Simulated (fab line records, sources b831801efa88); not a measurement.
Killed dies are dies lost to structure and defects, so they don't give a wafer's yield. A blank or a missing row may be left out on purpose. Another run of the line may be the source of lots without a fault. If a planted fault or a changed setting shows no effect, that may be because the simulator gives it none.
Which tool was responsible? | flow sky130 | 12 lots, 36 wafers sampled, at 1 step of a route of 708

## WHAT THE GAUGES READ, wafer by wafer
SKY_CONTACT_RS_MEAS_25: a four-point-probe measurement.
lot  | measured     | on           | CONTACT_W_RS (ohm/sq)
L075 | day 31 08:22 | filmMetro-04 | 0.347 0.342 0.341
L077 | day 32 05:08 | filmMetro-03 | 0.339 0.342 0.340
L079 | day 33 10:10 | filmMetro-04 | 0.330 0.336 0.333
L081 | day 33 20:06 | filmMetro-04 | 0.336 0.340 0.340
L084 | day 34 17:20 | filmMetro-03 | 0.337 0.341 0.337
L085 | day 34 21:38 | filmMetro-04 | 0.340 0.343 0.339
L087 | day 35 15:52 | filmMetro-03 | 0.339 0.343 0.344
L090 | day 37 06:01 | filmMetro-04 | 0.341 0.342 0.344
L089 | day 37 06:07 | filmMetro-03 | 0.342 0.341 0.342
L093 | day 37 17:07 | filmMetro-01 | 0.338 0.334 0.344
L096 | day 39 02:56 | filmMetro-01 | 0.333 0.338 0.333
L097 | day 39 07:52 | filmMetro-03 | 0.339 0.343 0.342

## WHICH TOOL RAN EACH LOT (tool, then ch and the chambers of the sampled wafers, then the start)
The record shows no process step preceding these readings.

## THE ANSWER, worked out from the rows above alone
Rule: the lots themselves supply what counts as usual. Put in order of their means at a reading, lots are off if they are a third of the lots or fewer, leave a main group of 4 or more, and stand apart from it by a gap of 3 or more times the standard deviation of the main group's means; of several such gaps the widest counts. The tables above print the reading to a certain number of digits; a main group whose means all agree to those digits is not used. A lot without any number at a reading at which 4 lots or more have one is off too. All remaining lots with rows at the step are treated as sound.
No lot is off on any of the readings shown, so nothing can be concluded from this.

## WHAT THE SIMULATOR HAD PUT IN
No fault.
